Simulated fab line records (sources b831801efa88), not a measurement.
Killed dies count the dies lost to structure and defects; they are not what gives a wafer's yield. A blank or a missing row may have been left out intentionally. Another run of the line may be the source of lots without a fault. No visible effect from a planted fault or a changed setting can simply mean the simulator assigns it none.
Which tool did it? / flow sky130 / 42 wafers from 14 lots sampled at 3 of the route's 708 steps

## WHAT THE GAUGES SHOWED, per wafer
SKY_LDD_LDN_OVL_MEAS_07. Usual: LDD_LDN_OVL gives 0.3 nm (standard deviation 1.3).
lot=L879; measured=day 23 03:17; on=overlay-01; LDD_LDN_OVL (nm)=0.0 1.1 -2.3; flag=
lot=L881; measured=day 23 23:43; on=overlay-01; LDD_LDN_OVL (nm)=0.3 2.0 0.0; flag=
lot=L882; measured=day 25 09:16; on=overlay-02; LDD_LDN_OVL (nm)=2.0 -0.8 1.6; flag=
lot=L885; measured=day 25 10:26; on=overlay-01; LDD_LDN_OVL (nm)=-0.5 -0.8 -0.4; flag=
lot=L883; measured=day 25 10:39; on=overlay-01; LDD_LDN_OVL (nm)=-1.7 0.9 0.2; flag=
lot=L884; measured=day 25 11:01; on=overlay-01; LDD_LDN_OVL (nm)=-0.1 0.3 1.2; flag=
lot=L889; measured=day 26 20:43; on=overlay-02; LDD_LDN_OVL (nm)=1.4 1.0 2.3; flag=
lot=L890; measured=day 27 07:49; on=overlay-01; LDD_LDN_OVL (nm)=- - -; flag=OFF
lot=L891; measured=day 27 19:13; on=overlay-02; LDD_LDN_OVL (nm)=- - -; flag=OFF
lot=L894; measured=day 28 13:52; on=overlay-02; LDD_LDN_OVL (nm)=-0.4 -1.7 -1.4; flag=
lot=L895; measured=day 28 18:25; on=overlay-01; LDD_LDN_OVL (nm)=-1.1 -0.1 0.4; flag=
lot=L899; measured=day 30 02:09; on=overlay-02; LDD_LDN_OVL (nm)=1.4 0.7 1.1; flag=
lot=L900; measured=day 30 06:58; on=overlay-01; LDD_LDN_OVL (nm)=2.5 2.0 3.7; flag=
lot=L901; measured=day 30 17:31; on=overlay-02; LDD_LDN_OVL (nm)=-0.2 -0.4 -0.5; flag=

SKY_RES_XHIGH_TW_MEAS_09. Usual: RES_XHIGH_TW gives 1640 (standard deviation 8.6).
lot=L879; measured=day 26 22:44; on=film_metro-03; RES_XHIGH_TW=1626 1645 1626; flag=
lot=L881; measured=day 27 17:47; on=film_metro-01; RES_XHIGH_TW=1651 1653 1648; flag=
lot=L882; measured=day 29 02:04; on=film_metro-02; RES_XHIGH_TW=1654 1641 1640; flag=
lot=L885; measured=day 29 02:40; on=film_metro-02; RES_XHIGH_TW=1637 1635 1645; flag=
lot=L883; measured=day 29 02:26; on=film_metro-02; RES_XHIGH_TW=1637 1643 1643; flag=
lot=L884; measured=day 29 06:07; on=film_metro-01; RES_XHIGH_TW=1639 1650 1638; flag=
lot=L889; measured=day 30 12:35; on=film_metro-02; RES_XHIGH_TW=1656 1637 1636; flag=
lot=L890; measured=day 30 22:34; on=film_metro-03; RES_XHIGH_TW=1910 1908 1911; flag=OFF
lot=L891; measured=day 31 10:32; on=film_metro-01; RES_XHIGH_TW=1919 1924 1917; flag=OFF
lot=L894; measured=day 32 04:58; on=film_metro-01; RES_XHIGH_TW=1646 1651 1648; flag=
lot=L895; measured=day 32 07:26; on=film_metro-02; RES_XHIGH_TW=1633 1632 1645; flag=
lot=L899; measured=day 33 17:25; on=film_metro-03; RES_XHIGH_TW=1631 1625 1633; flag=
lot=L900; measured=day 33 22:43; on=film_metro-03; RES_XHIGH_TW=1632 1634 1633; flag=
lot=L901; measured=day 34 06:48; on=film_metro-02; RES_XHIGH_TW=1632 1633 1628; flag=

## WHAT TOOL EACH LOT RAN ON (gives the tool, then ch and the chambers of the sampled wafers, and finally the start)
lot=L879; SKY_LDD_LDN_COAT_02=litho_track-02 ch 0, day 22 12:19
lot=L881; SKY_LDD_LDN_COAT_02=litho_track-02 ch 0, day 23 08:17
lot=L882; SKY_LDD_LDN_COAT_02=litho_track-04 ch 0, day 24 19:11
lot=L885; SKY_LDD_LDN_COAT_02=litho_track-02 ch 0, day 24 19:44
lot=L883; SKY_LDD_LDN_COAT_02=litho_track-04 ch 0, day 24 19:49
lot=L884; SKY_LDD_LDN_COAT_02=litho_track-01 ch 0, day 24 21:13
lot=L889; SKY_LDD_LDN_COAT_02=litho_track-01 ch 0, day 26 06:16
lot=L890; SKY_LDD_LDN_COAT_02=litho_track-01, day 26 16:43
lot=L891; SKY_LDD_LDN_COAT_02=litho_track-04, day 27 04:13
lot=L894; SKY_LDD_LDN_COAT_02=litho_track-02 ch 0, day 27 22:53
lot=L895; SKY_LDD_LDN_COAT_02=litho_track-02 ch 0, day 28 03:32
lot=L899; SKY_LDD_LDN_COAT_02=litho_track-04 ch 0, day 29 11:49
lot=L900; SKY_LDD_LDN_COAT_02=litho_track-01 ch 0, day 29 17:04
lot=L901; SKY_LDD_LDN_COAT_02=litho_track-02 ch 0, day 30 04:11
- SKY_LDD_LDN_COAT_02: resist thk 1140 nm.

## WHAT THE TOOLS THEMSELVES READ (means of the sampled wafers that have a number; where no wafer has one, the mark that the record gives instead)
SKY_LDD_LDN_COAT_02. Usual: chill_plate_temp_C 23.00 C, standard deviation 0.1; dispense_pressure_kPa 45 kPa, standard deviation 3.6.
lot=L879; tool=litho_track-02; chill_plate_temp_C (C)=23.02; dispense_pressure_kPa (kPa)=42; flag=
lot=L881; tool=litho_track-02; chill_plate_temp_C (C)=22.99; dispense_pressure_kPa (kPa)=42; flag=
lot=L882; tool=litho_track-04; chill_plate_temp_C (C)=23.02; dispense_pressure_kPa (kPa)=45; flag=
lot=L885; tool=litho_track-02; chill_plate_temp_C (C)=23.05; dispense_pressure_kPa (kPa)=42; flag=
lot=L883; tool=litho_track-04; chill_plate_temp_C (C)=23.01; dispense_pressure_kPa (kPa)=45; flag=
lot=L884; tool=litho_track-01; chill_plate_temp_C (C)=23.13; dispense_pressure_kPa (kPa)=51; flag=
lot=L889; tool=litho_track-01; chill_plate_temp_C (C)=23.08; dispense_pressure_kPa (kPa)=51; flag=
lot=L890; tool=litho_track-01; chill_plate_temp_C (C)=-; dispense_pressure_kPa (kPa)=-; flag=OFF
lot=L891; tool=litho_track-04; chill_plate_temp_C (C)=-; dispense_pressure_kPa (kPa)=-; flag=OFF
lot=L894; tool=litho_track-02; chill_plate_temp_C (C)=22.93; dispense_pressure_kPa (kPa)=42; flag=
lot=L895; tool=litho_track-02; chill_plate_temp_C (C)=22.93; dispense_pressure_kPa (kPa)=42; flag=
lot=L899; tool=litho_track-04; chill_plate_temp_C (C)=23.00; dispense_pressure_kPa (kPa)=45; flag=
lot=L900; tool=litho_track-01; chill_plate_temp_C (C)=22.88; dispense_pressure_kPa (kPa)=51; flag=
lot=L901; tool=litho_track-02; chill_plate_temp_C (C)=23.06; dispense_pressure_kPa (kPa)=42; flag=

## THE ANSWER, worked out from the rows above alone
Rule: lot off if the mean of its wafers having a number is beyond 3 standard deviations from the usual mean. Also off: a lot with no number at a reading for which 4 or more lots have one. All remaining lots with rows at the step are treated as sound. The gauges are gone through in route order, then the tools' own readings, and for those a lot's mean is taken as printed above. At the first step where some lot is off, the reading lying furthest off is the one used; lots without a number count as furthest.
Off: L890, L891, seen at SKY_LDD_LDN_OVL_MEAS_07 (LDD_LDN_OVL). Without a number there: L890, L891.
If a tool, at a process step before that reading, ran all the lots that are off and no sound lot after the first of them, it fits. Not tried: the gauges at SKY_LDD_LDN_OVL_MEAS_07; whatever is off there is also off at SKY_RES_XHIGH_TW_MEAS_09, on other tools, and gauge error can't account for it. Of those tried, none fits.

## WHAT THE SIMULATOR HAD PUT IN
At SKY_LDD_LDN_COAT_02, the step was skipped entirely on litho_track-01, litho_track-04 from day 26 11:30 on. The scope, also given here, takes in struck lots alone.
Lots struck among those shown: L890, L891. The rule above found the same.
